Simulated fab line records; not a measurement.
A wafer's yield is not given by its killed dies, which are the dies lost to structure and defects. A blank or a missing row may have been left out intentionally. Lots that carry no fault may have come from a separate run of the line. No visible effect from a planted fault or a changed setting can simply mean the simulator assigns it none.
Struck lot and sound lot, side by side    flow gf180mcu    14 steps out of a route of 602
Sound: wafers L261.2, L261.4, L261.5. The struck wafers were L267.1, L267.3, L267.4. The cause is named last.
Each step with rows lists, per side, the tool, then ch with its chambers, then its first start. Under that, the readings that differ: sound wafers    struck wafers    difference of the means    sigmas: that difference in standard deviations of wafers without a fault.
alike: words and numbers the same on both sides, and readings whose means are apart by under 2 such deviations; not compared: readings that were withheld, readings missing a value for some wafer, numbers with overlapping values and no deviation given by the record, and bounds like >300 which may hide the same value.
Wherever a step has rows on one side only, a row that says differs or no value, or a row with sigmas, the two part there. When numbers do not overlap yet have no deviation, they are printed without sigmas and do not part them. A reading that every wafer of one side lacks parts them only if that side has two wafers or more.

GF_HV_LDD_OVL_MEAS_32:
  sound: overlay-02 at day 13 04:04; struck: overlay-01 at day 15 03:11
  alike: HV_LDD_02_OVL
then, 4 steps without rows for these wafers: GF_HV_LDD_IMPLANT_33; GF_HV_LDD_IMPLANT_34; GF_HV_LDD_IMPLANT_35; GF_HV_LDD_IMPLANT_36.
GF_HV_LDD_STRIP_37: strips in O2/N2.
  sound on plasma_asher-04 ch 0,1, day 13 04:42; struck on plasma_asher-01 ch 0,1, day 15 03:50
  alike: drypump_motor_current_A, heater_power_w, oes_product_au, strip_time_to_endpoint_s
  not compared: rf_hours_counter_h
GF_HV_LDD_TW_MEAS_38:
  sound: film_metro-03 at day 13 04:49; struck: film_metro-03 at day 15 03:56
  alike: HV_LDD_3_TW
then, 5 steps without rows for these wafers: GF_HV_LDD_DEHYDRATE_39 (time 60 s); GF_HV_LDD_HMDS_40 (prime time 60 s); GF_HV_LDD_COAT_41 (resist thk 1000 nm); GF_HV_LDD_SOFTBAKE_42 (time 60 s); GF_HV_LDD_EXPOSE_43 (exposes mask Pplus HV AREA, target cd 400 nm).
GF_HV_LDD_PEB_44:
  sound on litho_track-03 ch 0, day 14 00:42; struck on litho_track-02, day 16 00:49
reading          sound           struck  difference                     sigmas
exhaust_pa (Pa)  45.5 45.0 46.6  - - -   no value on the struck wafers  
  not compared: chill_plate_temp_C
then, 1 step without rows for these wafers: GF_HV_LDD_DEVELOP_45 (develop time 60 s).

== WHERE THEY PART ==
At GF_HV_LDD_PEB_44 and nowhere else, as far as this record goes.

WHY: whatever the simulator had introduced
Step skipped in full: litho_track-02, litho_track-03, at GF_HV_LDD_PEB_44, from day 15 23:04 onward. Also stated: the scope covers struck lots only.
